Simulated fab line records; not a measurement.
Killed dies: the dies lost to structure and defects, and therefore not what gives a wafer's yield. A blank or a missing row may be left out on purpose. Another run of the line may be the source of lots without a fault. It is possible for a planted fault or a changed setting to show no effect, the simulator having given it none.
Problem report in the 8D (eight disciplines) form, filled by code / flow sfq-line / the parts of the form that need people (team, actions taken, sign-off) are left out

## 1. WHAT WENT WRONG
M1_NB_RS at SFQ_M1_RS_MEAS_909 reads a mean of 0.636 ohm/sq on 1 wafer of 1 lot; wafers without a fault read 0.888 ohm/sq with a standard deviation of 0.012. That is -21 standard deviations from the usual mean.
The step: measures by four-point-probe.
Seen first at day 17 15:47 on film-metro-04, wafer L887.2. The record holds 39 wafers of 13 lots with a number at this step. Rule for "out", or "out of limits": more than 4 standard deviations from the usual mean. The other wafers with a number count as sound.

## 2. WHAT IT IS, WHAT IT ISN'T
question=which readings at this step | is=M1_NB_RS | is not=-
question=which lots | is=L887 | is not=L869, L870, L872, L873, L876, L877, L878, L879, L881, L890, L891, L892
question=which wafers of those lots | is=L887.2 | is not=L887.4, L887.6
question=read on which gauges | is=film-metro-04 | is not=film-metro-01, film-metro-02
question=when | is=from day 17 15:47 | is not=up to then (29 sound wafers); but 9 sound wafers of L890, L891, L892 came after

## 3. SUSPECTS, AND WHAT RULES EACH OUT
Counting: a tool at a process step up to the reading stays a suspect if it ran every lot that is out. Sound lots after the first of them don't rule it out here, since some wafers of a struck lot are sound.
- ruled out: the gauge at SFQ_M1_RS_MEAS_909. All the wafers that are out were read on film-metro-04, but those of them that SFQ_TRILAYER_M1_ETCH_METAL_ETCH_042 has rows for are out there too, on other tools.
- rie-metal-02 at SFQ_TRILAYER_M0_BARC_OPEN_METAL_ETCH_031 (etches BARC in O2, target depth 125 nm, time 41.7 s): kept. It processed L887, the lot that is out, at day 13 20:40, and its most recent sound lot before then was L876 at day 9 14:28.
- pvd-sputter-06 at SFQ_TRILAYER_M1_DEP_SPUTTER_037 (material Nb, target thk 200 nm, time 133.3 s): kept. It processed L887, the lot that is out, at day 17 15:40, and its most recent sound lot before then was L881 at day 16 22:52.
The count leaves pvd-sputter-06 at SFQ_TRILAYER_M1_DEP_SPUTTER_037 and rie-metal-02 at SFQ_TRILAYER_M0_BARC_OPEN_METAL_ETCH_031.

## 4. THE CAUSE (what the simulator had put in)
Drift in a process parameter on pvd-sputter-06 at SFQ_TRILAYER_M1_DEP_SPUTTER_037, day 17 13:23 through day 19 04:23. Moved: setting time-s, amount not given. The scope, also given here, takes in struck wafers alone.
Counting leaves 2 suspects; this tool is one of them.

## 5. SEQUENCE OF EFFECTS, ordered by route
One row per reading whose mean, taken over the struck wafers that have a number, lies over 3 standard deviations from the usual. Only readings for which the record gives a usual standard deviation are gone through. hours: the time from each lot's start at the first step in this table that gives one to its start at this step, as a median over the lots. sigmas: the change in usual standard deviations.
hours=0; step=SFQ_M1_RS_MEAS_909; reading=M1_NB_RS; usual=0.888 ohm/sq; on struck wafers=0.636; change=-0.252; sigmas=-21
hours=154; step=SFQ_TRILAYER_M1_ETCH_METAL_ETCH_042; reading=oes-product-au; usual=0.896 a.u.; on struck wafers=1.000; change=+0.104; sigmas=+12
Its process steps:
- SFQ_TRILAYER_M1_ETCH_METAL_ETCH_042: etches Nb in Cl2/Ar, stops on SiO2, target depth 240 nm, time 120 s.

## 6. WHAT WOULD HAVE CAUGHT IT SOONER
In this record the first reading out of limits at a measuring or inspecting step was taken at day 17 15:47, 2 hours after the fault began at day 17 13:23.
An alarm limit of 4 standard deviations would not have fired on the tool readings at SFQ_TRILAYER_M1_DEP_SPUTTER_037 for which the record gives a usual standard deviation, since none of them was out on any struck wafer.
Lots out: 1; all had begun SFQ_TRILAYER_M1_DEP_SPUTTER_037 on pvd-sputter-06 by day 17 15:47. A hold on the tool at that time would have spared none of them.
